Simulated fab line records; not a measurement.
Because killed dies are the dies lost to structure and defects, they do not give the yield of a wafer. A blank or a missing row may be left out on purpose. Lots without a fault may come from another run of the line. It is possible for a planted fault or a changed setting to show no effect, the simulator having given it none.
Which tool is to blame? + flow sky130 + 30 wafers from 10 lots sampled at 3 of the route's 708 steps

== WHAT THE GAUGES SHOWED, per wafer ==
SKY_VIA3_THK_MEAS_23: measures by xrf. Usual: VIA3_W_THK typically reads 384 nm, with standard deviation 8.3.
| lot  | measured     | on            | VIA3_W_THK (nm) | flag |
|------|--------------|---------------|-----------------|------|
| L880 | day 39 19:40 | film metro-02 | 384 384 391     |      |
| L881 | day 40 18:05 | film metro-02 | 381 375 377     |      |
| L884 | day 40 23:30 | film metro-02 | 388 387 375     |      |
| L887 | day 42 03:45 | film metro-01 | 383 382 383     |      |
| L892 | day 43 07:40 | film metro-03 | 378 396 392     |      |
| L897 | day 44 15:45 | film metro-03 | 403 405 391     |      |
| L898 | day 44 21:54 | film metro-02 | 385 391 410     |      |
| L901 | day 45 13:26 | film metro-02 | 384 383 400     |      |
| L902 | day 45 15:46 | film metro-03 | 376 377 380     |      |
| L903 | day 46 00:41 | film metro-03 | 394 393 393     |      |

== WHAT TOOL EACH LOT RAN ON (gives the tool, then ch and the chambers of the sampled wafers, and finally the start) ==
| lot  | SKY_VIA3_ETCH_14                   | SKY_VIA3_CVD_21               |
|------|------------------------------------|-------------------------------|
| L880 | rie diel-04 ch 0,2,3, day 39 18:40 | cvd w-01 ch 0, day 39 19:25   |
| L881 | rie diel-01 ch 0,1,2, day 40 17:04 | cvd w-01 ch 0,1, day 40 17:52 |
| L884 | rie diel-01 ch 0,1,2, day 40 22:23 | cvd w-01 ch 0,1, day 40 23:15 |
| L887 | rie diel-04 ch 0,2,3, day 42 02:44 | cvd w-01 ch 0,1, day 42 03:30 |
| L892 | rie diel-04 ch 1,2, day 43 06:38   | cvd w-02 ch 0,1, day 43 07:24 |
| L897 | rie diel-01 ch 0,2,3, day 44 14:43 | cvd w-02 ch 0,1, day 44 15:30 |
| L898 | rie diel-01 ch 0,3, day 44 20:53   | cvd w-02 ch 0,1, day 44 21:40 |
| L901 | rie diel-01 ch 0,1, day 45 12:26   | cvd w-02 ch 0,1, day 45 13:12 |
| L902 | rie diel-04 ch 0,3, day 45 14:44   | cvd w-01 ch 0,1, day 45 15:32 |
| L903 | rie diel-03 ch 2,3, day 45 23:05   | cvd w-02 ch 0, day 46 00:26   |
- SKY_VIA3_ETCH_14: etches BARC in N2/H2, stops on SiO2, time 45.9 s, target depth 60 nm.
- SKY_VIA3_CVD_21: deposits W, target thk 390 nm, time 117.31 s.

== WHAT THE TOOLS THEMSELVES READ (means of the sampled wafers that have a number; where no wafer has one, the mark that the record gives instead) ==
SKY_VIA3_ETCH_14. Usual: drypump motor current A 5.7 A, standard deviation 0.36; oes product au 0.856 a.u., standard deviation 0.005; run length s 74.3 s, standard deviation 0.45; throttle valve pct 13.224 %, standard deviation 0.0096.
| lot  | tool        | drypump motor current A (A) | oes product au (a.u.) | run length s (s) | throttle valve pct (%) | flag |
|------|-------------|-----------------------------|-----------------------|------------------|------------------------|------|
| L880 | rie diel-04 | 5.6                         | 0.849                 | 74.2             | 13.215                 |      |
| L881 | rie diel-01 | 5.9                         | 0.852                 | 74.0             | 13.235                 |      |
| L884 | rie diel-01 | 5.9                         | 0.860                 | 74.1             | 13.227                 |      |
| L887 | rie diel-04 | 5.6                         | 0.854                 | 74.4             | 13.217                 |      |
| L892 | rie diel-04 | 5.3                         | 0.862                 | 74.3             | 13.238                 |      |
| L897 | rie diel-01 | 5.9                         | 0.851                 | 74.7             | 13.211                 |      |
| L898 | rie diel-01 | 6.1                         | 0.859                 | 74.4             | 13.222                 |      |
| L901 | rie diel-01 | 6.1                         | 0.856                 | 73.8             | 13.226                 |      |
| L902 | rie diel-04 | 5.6                         | 0.856                 | 74.6             | 13.233                 |      |
| L903 | rie diel-03 | 5.8                         | 0.858                 | 74.2             | 13.228                 |      |

SKY_VIA3_CVD_21. Usual: chamber pressure Torr 39.98 Torr, standard deviation 0.086; heater power w 816 W, standard deviation 140.
| lot  | tool     | chamber pressure Torr (Torr) | heater power w (W) | flag |
|------|----------|------------------------------|--------------------|------|
| L880 | cvd w-01 | 39.90                        | 753                |      |
| L881 | cvd w-01 | 40.00                        | 700                |      |
| L884 | cvd w-01 | 39.99                        | 740                |      |
| L887 | cvd w-01 | 40.13                        | 725                |      |
| L892 | cvd w-02 | 39.92                        | 975                |      |
| L897 | cvd w-02 | 40.09                        | 965                |      |
| L898 | cvd w-02 | 40.02                        | 886                |      |
| L901 | cvd w-02 | 39.95                        | 886                |      |
| L902 | cvd w-01 | 39.96                        | 705                |      |
| L903 | cvd w-02 | 39.90                        | 1054               |      |

== THE ANSWER, worked out from the rows above alone ==
Rule: take the mean of a lot's wafers that have a number; if it is more than 3 standard deviations from the usual mean, the lot is off. A lot without any number at a reading at which 4 lots or more have one is off too. The other lots that the step has rows for count as sound. After the gauges, taken in route order, come the tools' own readings; for these a lot's mean is taken, as printed above. At the first step where some lot is off, the reading lying furthest off is the one used; lots without a number count as furthest.
No lot is off at any reading shown: from this, nothing can be told.

== WHAT WAS PUT IN BY THE SIMULATOR ==
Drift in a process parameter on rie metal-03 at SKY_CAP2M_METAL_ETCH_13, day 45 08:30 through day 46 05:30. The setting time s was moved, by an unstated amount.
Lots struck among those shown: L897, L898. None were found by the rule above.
